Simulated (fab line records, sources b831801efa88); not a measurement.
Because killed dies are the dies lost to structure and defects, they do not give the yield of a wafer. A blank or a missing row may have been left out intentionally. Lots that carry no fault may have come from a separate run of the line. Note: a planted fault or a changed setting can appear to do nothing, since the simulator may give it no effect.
What tool caused it? | flow sky130 | Sampling: 12 lots, 36 wafers, 5 of 708 route steps

## WHAT THE GAUGES SHOWED, per wafer
SKY_LDD_P_OVL_MEAS_08.
lot  | measured     | on         | LDD_P_OVL (nm)
L875 | day 20 03:42 | overlay-01 | -0.5 0.2 -1.4
L876 | day 20 20:10 | overlay-01 | -0.8 0.7 0.9
L878 | day 20 21:45 | overlay-02 | -0.9 -0.7 -0.5
L883 | day 23 10:10 | overlay-01 | -0.3 0.2 2.8
L885 | day 23 18:29 | overlay-02 | -1.9 0.5 -0.5
L887 | day 25 06:23 | overlay-02 | 0.8 0.6 2.7
L890 | day 26 17:04 | overlay-01 | 0.8 -1.0 -4.0
L891 | day 26 22:17 | overlay-02 | -1.6 -1.8 -1.7
L892 | day 27 03:32 | overlay-02 | 0.5 0.6 -2.0
L895 | day 27 11:53 | overlay-01 | -0.6 -1.0 -1.0
L894 | day 27 14:55 | overlay-02 | 0.7 1.0 0.3
L896 | day 27 21:21 | overlay-01 | -0.2 -1.3 -1.4

SKY_LDD_HVN_TW_MEAS_10.
lot  | measured     | on            | LDD_HVN_TW
L875 | day 21 09:52 | film-metro-04 | 1437 1436 1435
L876 | day 22 03:08 | film-metro-01 | 1431 1432 1432
L878 | day 22 04:49 | film-metro-01 | 1434 1440 1447
L883 | day 24 17:35 | film-metro-04 | 2726 2735 2740 2728 2724 2745
L885 | day 25 01:22 | film-metro-04 | 2734 2749 2739 2759 2743 2743
L887 | day 26 12:38 | film-metro-01 | 1429 1424 1431
L890 | day 27 22:58 | film-metro-01 | 1435 1435 1429
L891 | day 28 03:49 | film-metro-01 | 1435 1440 1437
L892 | day 28 09:29 | film-metro-04 | 1458 1454 1452
L895 | day 28 17:40 | film-metro-04 | 1456 1443 1451
L894 | day 28 19:57 | film-metro-04 | 1456 1439 1443
L896 | day 29 02:53 | film-metro-02 | 1433 1425 1428

SKY_LDD_HVP_OVL_MEAS_07.
lot  | measured     | on         | LDD_HVP_OVL (nm)
L875 | day 22 16:41 | overlay-01 | -2.0 -1.1 0.1
L876 | day 23 09:29 | overlay-02 | -2.4 -0.1 -2.9
L878 | day 23 11:33 | overlay-01 | -2.8 -1.4 -1.6
L887 | day 27 17:03 | overlay-01 | -0.2 0.8 1.2
L890 | day 29 04:16 | overlay-01 | -5.0 -4.5 -3.2
L891 | day 29 08:08 | overlay-02 | -2.6 -3.8 -4.2
L892 | day 29 13:48 | overlay-02 | -0.9 -1.5 -2.6
L895 | day 29 22:41 | overlay-02 | -0.2 -1.5 -1.0
L894 | day 29 23:54 | overlay-02 | -0.9 0.2 -2.2
L896 | day 30 06:46 | overlay-01 | -2.2 -1.1 -1.8

## WHICH TOOL RAN EACH LOT (tool, then ch and the chambers of the sampled wafers, then the start)
lot  | SKY_RES_PROTECT_STRIP_07             | SKY_LDD_HVN_IMPLANT_08
L875 | plasma-asher-04 ch 0,1, day 16 04:17 | implanter-03 ch 0, day 21 09:37
L876 | plasma-asher-04 ch 0,1, day 16 19:57 | implanter-04 ch 0, day 22 02:55
L878 | plasma-asher-03 ch 0,1, day 16 20:13 | implanter-04 ch 0, day 22 04:34
L883 | plasma-asher-01 ch 0,1, day 19 02:34 | implanter-04 ch 0, day 24 17:22
L885 | plasma-asher-03 ch 0,1, day 19 19:44 | implanter-04 ch 0, day 25 01:07
L887 | plasma-asher-03 ch 0,1, day 21 04:15 | implanter-03 ch 0, day 26 12:25
L890 | plasma-asher-01 ch 1, day 22 15:44   | implanter-03 ch 0, day 27 22:43
L891 | plasma-asher-03 ch 0,1, day 22 22:05 | implanter-04 ch 0, day 28 03:34
L892 | plasma-asher-03 ch 0,1, day 23 05:47 | implanter-02 ch 0, day 28 09:13
L895 | plasma-asher-03 ch 0,1, day 23 14:16 | implanter-04 ch 0, day 28 17:25
L894 | plasma-asher-04 ch 0,1, day 23 14:34 | implanter-02 ch 0, day 28 19:44
L896 | plasma-asher-01 ch 0,1, day 23 22:35 | implanter-02 ch 0, day 29 02:38
- SKY_RES_PROTECT_STRIP_07: strips in O2/N2.
- SKY_LDD_HVN_IMPLANT_08

## WHAT THE TOOLS THEMSELVES READ (means of the sampled wafers that have a number; where no wafer has one, the mark that the record gives instead)
SKY_RES_PROTECT_STRIP_07.
lot  | tool            | drypump-motor-current-A (A) | oes-product-au (a.u.) | strip-time-to-endpoint-s (s)
L875 | plasma-asher-04 | 5.1                         | 0.512                 | 23.34
L876 | plasma-asher-04 | 5.0                         | 0.518                 | 23.32
L878 | plasma-asher-03 | 6.0                         | 0.517                 | 23.28
L883 | plasma-asher-01 | 5.1                         | 0.513                 | 23.22
L885 | plasma-asher-03 | 6.1                         | 0.518                 | 23.30
L887 | plasma-asher-03 | 6.0                         | 0.522                 | 23.27
L890 | plasma-asher-01 | 4.8                         | 0.515                 | 23.35
L891 | plasma-asher-03 | 6.1                         | 0.515                 | 23.33
L892 | plasma-asher-03 | 6.1                         | 0.523                 | 23.28
L895 | plasma-asher-03 | 6.1                         | 0.515                 | 23.25
L894 | plasma-asher-04 | 5.0                         | 0.517                 | 23.33
L896 | plasma-asher-01 | 5.1                         | 0.516                 | 23.26

SKY_LDD_HVN_IMPLANT_08.
lot  | tool         | beam-energy-keV | dose-ions-cm2 | end-station-pressure-torr (Torr) | faraday-current-uA
L875 | implanter-03 | 60.008          | 2.999e+13     | 5.3e-06                          | 171
L876 | implanter-04 | 60.011          | 2.999e+13     | 5.3e-06                          | 169
L878 | implanter-04 | 60.012          | 3.002e+13     | 5.0e-06                          | 170
L883 | implanter-04 | 59.993          | 2.386e+14     | 6.2e-06                          | 1317
L885 | implanter-04 | 59.976          | 2.386e+14     | 6.2e-06                          | 1335
L887 | implanter-03 | 59.998          | 3.001e+13     | 5.2e-06                          | 171
L890 | implanter-03 | 59.992          | 2.999e+13     | 5.3e-06                          | 165
L891 | implanter-04 | 59.985          | 3.002e+13     | 5.1e-06                          | 170
L892 | implanter-02 | 59.982          | 2.997e+13     | 5.0e-06                          | 165
L895 | implanter-04 | 60.003          | 2.998e+13     | 5.2e-06                          | 170
L894 | implanter-02 | 60.028          | 2.999e+13     | 5.2e-06                          | 169
L896 | implanter-02 | 59.983          | 2.998e+13     | 5.0e-06                          | 171

## THE ANSWER, worked out from the rows above alone
Rule: what is usual is taken from the lots themselves. The widest of any qualifying gaps counts: lots, ordered by their means at a reading, are off when they make up no more than a third of the lots, leave a main group of 4 or more, and stand apart from it by 3 or more times the standard deviation of that group's means. A main group is skipped when, at the precision printed for the reading in the tables above, its means are all equal. Also off: a lot with no number at a reading for which 4 or more lots have one. All remaining lots with rows at the step are treated as sound. The gauges are gone through in route order, then the tools' own readings, and for those a lot's mean is taken as printed above. The first step at which some lot is off is used, and at that step the reading that is off furthest; a lot without a number counts as furthest.
Off: at SKY_LDD_HVN_TW_MEAS_10 (LDD_HVN_TW), L883, L885. The main group: mean 1439, standard deviation 8.6.
A tool fits if, at a process step before that reading, it ran every lot that is off, and no sound lot after the first of them. The gauges at SKY_LDD_HVN_TW_MEAS_10 aren't tried: what is off there is off at SKY_LDD_HVN_IMPLANT_08 too, on other tools, and a gauge's error can't cause that. Of those tried, none fits.

## WHAT THE SIMULATOR PUT IN
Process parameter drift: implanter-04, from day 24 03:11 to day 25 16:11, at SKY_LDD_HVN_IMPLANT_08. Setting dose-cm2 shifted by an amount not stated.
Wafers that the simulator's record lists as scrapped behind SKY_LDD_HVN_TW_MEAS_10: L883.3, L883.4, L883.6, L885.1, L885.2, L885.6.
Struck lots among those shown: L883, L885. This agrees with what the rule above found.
